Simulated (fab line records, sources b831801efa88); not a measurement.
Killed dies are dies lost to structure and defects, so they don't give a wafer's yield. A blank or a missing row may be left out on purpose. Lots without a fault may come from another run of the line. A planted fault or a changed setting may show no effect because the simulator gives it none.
fab line records | flow gf180mcu
record lots=14 wafers=42 last_day=33
route steps=602 shown M2@368 M3@415 TOP_METAL@571
lots that met no fault: from a run of the same line without faults
start_h: hours from the record's first day to the start of the lot's first wafer shown | wait_h: hours since the lot's step before | " the same as in the row above | L1.1+2: a row that stands for several wafers | - no value, or no start given | * or withheld: withheld | < > ~ a bound
route shown NAME@n: a module of which the file shows steps, and the number in the route of the first | usual: mean/standard deviation of fault-free wafers | same: alike in all rows | chamber/n: place in a boat | sites: the reading at each site | _std_site: their standard deviation | _edge_site: outer sites' mean less inner sites' | radius_mm: how far each site lies from the wafer's centre | mask NAME#n: copy n | behind: the tool/chamber that last shaped the wafer | hold: why the lot was held/for how many hours/how that ended | device: the transistor (n, p or np) that didn't switch | end of line: the same wafers' tests at the end of the route | a step without rows: its recipe alone | killed: dies lost to structure and defects at the first sort, not the wafer's yield | map: a wafer's dies, x killed, . not, _ none there
set.NAME: the setting as run; set.NAME@STEP: as run at that earlier step | model.NAME: the simulator's own value behind a step, which no gauge read
steps of the route over a sample of lots; a table a step, a row a wafer
services: from which hour (start_h, from the record's first day; less than 0 if before it) a tool's chamber was out of use, for how many hours, and why
## steps
# step GF_M2_THK_MEAS_06
# recipe thk_meas_gauge=xrf reads=AlCu_of_M2_SPUTTER_02
# usual M2_ALCU_THK=450/6.9
# columns lot.wafer tool chamber start_h wait_h M2_ALCU_THK[nm]
L437.3 film_metro-02 - 409.03 0.1 460
L437.4 " - " " 461
L437.6 " - " " 459
L439.1 film_metro-02 - 427.36 0.1 452
L439.5 " - " " 460
L439.6 " - " " 456
L440.1 film_metro-03 - 437.16 0.1 457
L440.3 " - " " 450
L440.4 " - " " 456
L441.1 film_metro-02 - 451.20 0.1 454
L441.5 " - " " 454
L441.6 " - " " 451
L442.3 film_metro-03 - 464.61 0.1 457
L442.4 " - " " 455
L442.6 " - " " 448
L443.1 film_metro-02 - 475.63 0.1 460
L443.4 " - " " 454
L443.5 " - " " 455
L445.1 film_metro-03 - 485.16 0.1 449
L445.2 " - " " 457
L445.4 " - " " 455
L446.2 film_metro-01 - 497.59 0.1 444
L446.3 " - " " 449
L446.6 " - " " 449
L447.2 film_metro-02 - 506.01 0.1 464
L447.4 " - " " 465
L447.5 " - " " 453
L449.1 film_metro-02 - 521.05 0.1 461
L449.3 " - " " 458
L449.5 " - " " 457
L450.1 film_metro-03 - 530.00 0.1 448
L450.2 " - " " 451
L450.6 " - " " 449
L451.1 film_metro-02 - 536.89 0.1 455
L451.2 " - " " 450
L451.3 " - " " 444
L455.1 film_metro-01 - 569.80 0.1 442
L455.5 " - " " 442
L455.6 " - " " 443
L457.1 film_metro-01 - 580.35 0.1 438
L457.2 " - " " 445
L457.6 " - " " 440
# step GF_M3_THK_MEAS_06
# recipe thk_meas_gauge=xrf reads=AlCu_of_M3_SPUTTER_02
# usual M3_ALCU_THK=450/6.6
# columns lot.wafer tool chamber start_h wait_h M3_ALCU_THK[nm]
L437.3 film_metro-04 - 458.88 0.1 459
L437.4 " - " " 441
L437.6 " - " " 455
L439.1 film_metro-03 - 478.85 0.1 451
L439.5 " - " " 450
L439.6 " - " " 451
L440.1 film_metro-02 - 488.60 0.1 454
L440.3 " - " " 450
L440.4 " - " " 448
L441.1 film_metro-04 - 501.40 0.1 444
L441.5 " - " " 443
L441.6 " - " " 442
L442.3 film_metro-03 - 514.72 0.1 445
L442.4 " - " " 445
L442.6 " - " " 451
L443.1 film_metro-04 - 525.68 0.1 454
L443.4 " - " " 448
L443.5 " - " " 440
L445.1 film_metro-03 - 534.48 0.1 450
L445.2 " - " " 451
L445.4 " - " " 449
L446.2 film_metro-03 - 546.20 0.1 450
L446.3 " - " " 454
L446.6 " - " " 453
L447.2 film_metro-04 - 554.75 0.1 442
L447.4 " - " " 448
L447.5 " - " " 439
L449.1 film_metro-02 - 568.90 0.1 452
L449.3 " - " " 459
L449.5 " - " " 458
L450.1 film_metro-03 - 577.35 0.1 459
L450.2 " - " " 453
L450.6 " - " " 455
L451.1 film_metro-04 - 583.81 0.1 452
L451.2 " - " " 440
L451.3 " - " " 446
L455.1 film_metro-02 - 616.48 0.1 453
L455.5 " - " " 458
L455.6 " - " " 464
L457.1 film_metro-04 - 624.95 0.1 443
L457.2 " - " " 441
L457.6 " - " " 438
# step GF_TOP_METAL_SPUTTER_04
# recipe material=TiN target_thk_nm=25 power_w=6500 time_s=20.8 chamber_pressure_pa=0.4
# usual throttle_valve_pct=29.7/0.87
# columns lot.wafer tool chamber start_h wait_h throttle_valve_pct
L437.3 pvd_sputter-03 - 624.44 0.0 30.6
L437.4 " - " " 28.8
L437.6 " - " " 30.3
L439.1 pvd_sputter-04 - 642.02 0.0 28.8
L439.5 " - " " 29.0
L439.6 " - " " 29.0
L440.1 pvd_sputter-04 - 648.65 0.0 30.2
L440.3 " - " " 28.9
L440.4 " - " " 29.2
L441.1 pvd_sputter-04 - 660.27 0.0 28.9
L441.5 " - " " 29.1
L441.6 " - " " 29.2
L442.3 pvd_sputter-03 - 671.74 0.0 29.4
L442.4 " - " " 30.4
L442.6 " - " " 29.1
L443.1 pvd_sputter-03 - 683.54 0.0 30.7
L443.4 " - " " 30.9
L443.5 " - " " 30.4
L445.1 pvd_sputter-01 - 687.44 0.0 29.3
L445.2 " - " " 32.1
L445.4 " - " " 29.3
L446.2 pvd_sputter-04 - 699.51 0.0 29.3
L446.3 " - " " 30.0
L446.6 " - " " 30.1
L447.2 pvd_sputter-01 - 705.24 0.0 31.2
L447.4 " - " " 32.0
L447.5 " - " " 32.2
L449.1 pvd_sputter-04 - 716.54 0.0 29.2
L449.3 " - " " 29.1
L449.5 " - " " 29.3
L450.1 pvd_sputter-03 - 724.49 0.0 30.3
L450.2 " - " " 28.7
L450.6 " - " " 30.5
L451.1 pvd_sputter-01 - 729.08 0.0 32.1
L451.2 " - " " 29.2
L451.3 " - " " 29.2
L455.1 pvd_sputter-03 - 755.12 0.0 29.2
L455.5 " - " " 28.9
L455.6 " - " " 30.5
L457.1 pvd_sputter-04 - 762.68 0.0 29.0
L457.2 " - " " 30.3
L457.6 " - " " 28.8
# step GF_TOP_METAL_METAL_ETCH_16
# recipe chemistry=Cl2/BCl3 mask_material=NOVOLAK target_depth_nm=1077.5 stop_on=SiO2 pressure_mtorr=8 icp_w=800 bias_w=140 Cl2_flow_sccm=80 bcl3_flow_sccm=40 time_s=179.6
# usual drypump_motor_current_A=5.7/0.48 oes_product_au=0.967/0.0063 rf_fwd_power_W=796.8/2.3 throttle_valve_pct=28.257/0.011
# columns lot.wafer tool chamber start_h wait_h drypump_motor_current_A oes_product_au rf_fwd_power_W rf_hours_counter_h throttle_valve_pct
L437.3 rie_metal-04 1 644.66 0.1 5.7 0.964 798.1 - 28.247
L437.4 " 0 " " 5.1 0.972 796.7 - 28.265
L437.6 " 1 " " 5.7 0.967 794.7 - 28.256
L439.1 rie_metal-02 1 661.95 0.0 6.2 0.963 799.3 4.5 28.268
L439.5 " 1 " " 6.2 0.966 795.7 - 28.260
L439.6 " 0 " " 5.4 0.958 796.5 - 28.266
L440.1 rie_metal-04 1 667.70 0.0 5.7 0.977 799.7 6.6 28.259
L440.3 " 0 " " 5.1 0.961 800.9 - 28.270
L440.4 " 1 " " 5.7 0.967 799.1 - 28.248
L441.1 rie_metal-02 0 679.07 0.0 5.4 0.963 798.1 4.1 28.265
L441.5 " 1 " " 6.2 0.964 797.6 - 28.268
L441.6 " 0 " " 5.4 0.965 796.4 - 28.265
L442.3 rie_metal-04 0 690.91 0.1 5.0 0.980 794.9 - 28.254
L442.4 " 1 " " 5.7 0.982 794.6 - 28.238
L442.6 " 0 " " 5.1 0.978 793.1 - 28.237
L443.1 rie_metal-03 0 703.25 0.0 6.1 0.963 795.8 5.6 28.270
L443.4 " 0 " " 6.1 0.970 795.6 - 28.267
L443.5 " 0 " " 6.1 0.967 791.3 - 28.264
L445.1 rie_metal-02 0 706.40 0.0 5.4 0.966 796.0 5.1 28.248
L445.2 " 1 " " 6.2 0.968 802.6 6.0 28.240
L445.4 " 1 " " 6.2 0.956 799.5 - 28.262
L446.2 rie_metal-04 0 717.65 0.0 5.1 0.972 798.3 7.6 28.243
L446.3 " 1 " " 5.7 0.971 795.5 - 28.233
L446.6 " 0 " " 5.0 0.970 796.7 - 28.250
L447.2 rie_metal-03 1 723.45 0.0 6.7 0.971 800.9 0.4 28.262
L447.4 " 0 " " 6.1 0.968 795.7 - 28.242
L447.5 " 0 " " 6.1 0.977 797.8 - 28.246
L449.1 rie_metal-04 0 733.91 0.0 5.0 0.965 799.1 8.2 28.250
L449.3 " 0 " " 5.1 0.955 796.7 - 28.254
L449.5 " 0 " " 5.1 0.967 798.0 - 28.247
L450.1 rie_metal-02 0 741.50 0.0 5.4 0.966 797.5 6.7 28.258
L450.2 " 1 " " 6.2 0.964 796.2 7.6 28.245
L450.6 " 0 " " 5.4 0.972 800.4 - 28.268
L451.1 rie_metal-03 1 746.60 0.0 6.7 0.979 796.3 1.3 28.248
L451.2 " 0 " " 6.0 0.971 796.3 7.5 28.256
L451.3 " 0 " " 6.1 0.972 793.5 - 28.265
L455.1 rie_metal-02 1 770.86 0.0 6.2 0.906 670.0 9.1 28.325
L455.5 " 1 " " 6.2 0.903 668.7 - 28.310
L455.6 " 0 " " 5.4 0.921 668.2 - 28.312
L457.1 rie_metal-02 0 778.30 0.0 5.4 0.921 669.9 8.7 28.297
L457.2 " 1 " " 6.2 0.904 673.2 9.6 28.320
L457.6 " 0 " " 5.4 0.919 670.7 - 28.318
# step GF_TOP_METAL_STRIP_17
# recipe chemistry=O2/N2 power_w=1400 pressure_mtorr=1500 platen_temp_c=250 o2_flow_sccm=3000 n2_flow_sccm=300 overash_fraction=0.5
# usual drypump_motor_current_A=5.6/0.43 heater_power_w=339/61 oes_product_au=0.710/0.0045 strip_time_to_endpoint_s=13.45/0.085
# columns lot.wafer tool chamber start_h wait_h drypump_motor_current_A heater_power_w oes_product_au rf_hours_counter_h strip_time_to_endpoint_s
L437.3 plasma_asher-02 0 644.81 0.1 6.2 284 0.701 - 13.45
L437.4 " 1 " " 5.2 400 0.717 - 13.35
L437.6 " 1 " " 5.2 386 0.713 - 13.44
L439.1 plasma_asher-01 0 662.12 0.1 5.7 345 0.707 111 13.49
L439.5 " 1 " " 5.5 304 0.711 - 13.44
L439.6 " 0 " " 5.7 330 0.706 - 13.34
L440.1 plasma_asher-01 0 667.93 0.2 5.7 342 0.713 112 13.45
L440.3 " 1 " " 5.6 310 0.709 - 13.43
L440.4 " 0 " " 5.7 341 0.709 - 13.35
L441.1 plasma_asher-02 1 679.24 0.1 5.2 391 0.711 57 13.38
L441.5 " 0 " " 6.2 270 0.711 - 13.50
L441.6 " 1 " " 5.2 397 0.712 - 13.40
L442.3 plasma_asher-02 1 691.06 0.1 5.2 392 0.710 - 13.40
L442.4 " 0 " " 6.3 278 0.702 - 13.37
L442.6 " 0 " " 6.2 282 0.716 - 13.39
L443.1 plasma_asher-03 1 703.60 0.3 4.9 444 0.702 29 13.58
L443.4 " 1 " " 5.0 443 0.709 - 13.48
L443.5 " 0 " " 5.6 277 0.711 - 13.60
L445.1 plasma_asher-01 0 706.57 0.1 5.7 334 0.707 116 13.35
L445.2 " 1 " " 5.6 312 0.713 116 13.54
L445.4 " 1 " " 5.6 309 0.717 - 13.47
L446.2 plasma_asher-03 1 717.82 0.1 4.9 446 0.711 31 13.44
L446.3 " 1 " " 4.9 452 0.712 - 13.47
L446.6 " 0 " " 5.6 285 0.704 - 13.43
L447.2 plasma_asher-02 1 723.63 0.1 5.2 390 0.710 62 13.45
L447.4 " 0 " " 6.2 277 0.705 - 13.58
L447.5 " 1 " " 5.2 391 0.709 - 13.55
L449.1 plasma_asher-02 0 734.08 0.1 6.2 284 0.712 63 13.46
L449.3 " 0 " " 6.3 286 0.713 - 13.41
L449.5 " 0 " " 6.2 275 0.701 - 13.43
L450.1 plasma_asher-03 1 741.67 0.1 4.9 445 0.706 33 13.43
L450.2 " 0 " " 5.6 280 0.713 33 13.50
L450.6 " 0 " " 5.6 279 0.711 - 13.36
L451.1 plasma_asher-01 0 746.77 0.1 5.7 331 0.709 0 13.47
L451.2 " 1 " " 5.5 301 0.707 0 13.51
L451.3 " 1 " " 5.5 305 0.712 - 13.54
L455.1 plasma_asher-02 0 771.03 0.1 6.3 285 0.707 67 14.27
L455.5 " 0 " " 6.2 274 0.712 - 14.31
L455.6 " 1 " " 5.2 395 0.712 - 14.10
L457.1 plasma_asher-03 0 778.47 0.1 5.6 286 0.704 37 14.06
L457.2 " 1 " " 4.9 452 0.707 37 14.23
L457.6 " 0 " " 5.6 276 0.708 - 14.13
## services
# columns tool chamber start_h hours kind
plasma_asher-02 - 627.27 12.7 repair
pvd_sputter-03 - 638.29 14.1 repair
plasma_asher-01 - 639.63 2.8 pm
pvd_sputter-04 3 652.03 - consumable_replace:kit
pvd_sputter-04 3 652.03 18.0 scheduled_down
pvd_sputter-04 3 652.03 18.0 vent_cycle
plasma_asher-01 - 659.72 0.5 repair
pvd_sputter-03 0 679.27 - consumable_replace:kit
pvd_sputter-03 0 679.27 18.0 scheduled_down
pvd_sputter-03 0 679.27 18.0 vent_cycle
plasma_asher-02 - 720.32 0.4 repair
rie_metal-04 - 722.04 2.8 pm
pvd_sputter-04 - 725.21 2.5 repair
rie_metal-03 0 726.80 6.0 repair
pvd_sputter-04 2 730.47 - consumable_replace:kit
pvd_sputter-04 2 730.47 18.0 scheduled_down
pvd_sputter-04 2 730.47 18.0 vent_cycle
plasma_asher-01 - 733.75 9.0 pm
plasma_asher-01 0 733.75 9.0 vent_cycle
rie_metal-02 - 734.11 1.4 pm
rie_metal-03 - 735.32 2.8 pm
pvd_sputter-03 3 764.59 - consumable_replace:kit
pvd_sputter-03 3 764.59 18.0 scheduled_down
pvd_sputter-03 3 764.59 18.0 vent_cycle
## key
first_sign step=GF_TOP_METAL_METAL_ETCH_16 reading=rf_fwd_power_W direction=down sigmas=55 usual=796.8 struck=670.1
effect step=GF_TOP_METAL_METAL_ETCH_16 reading=oes_product_au direction=down sigmas=8.6 usual=0.967 struck=0.912
effect step=GF_TOP_METAL_STRIP_17 reading=strip_time_to_endpoint_s direction=up sigmas=8.6 usual=* struck=*
met_at GF_TOP_METAL_METAL_ETCH_16
struck_lots L455,L457
sort_left_out L455.1,L455.5,L455.6,L457.1,L457.2,L457.6
not_acting_at GF_M2_THK_MEAS_06,GF_M3_THK_MEAS_06,GF_TOP_METAL_SPUTTER_04
onset_between 741.50 770.86
fault kind=process_parameter_drift tool=rie_metal-02 chamber=- onset_h=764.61 steps=GF_TOP_METAL_METAL_ETCH_16 channel=icp_w offset=-128 shape=step end_h=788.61 acts_in=these_recipes_only stated=800
# sort_left_out: the simulated sort isn't trusted on such a fault, so these wafers' sort isn't shown, and their yield isn't known
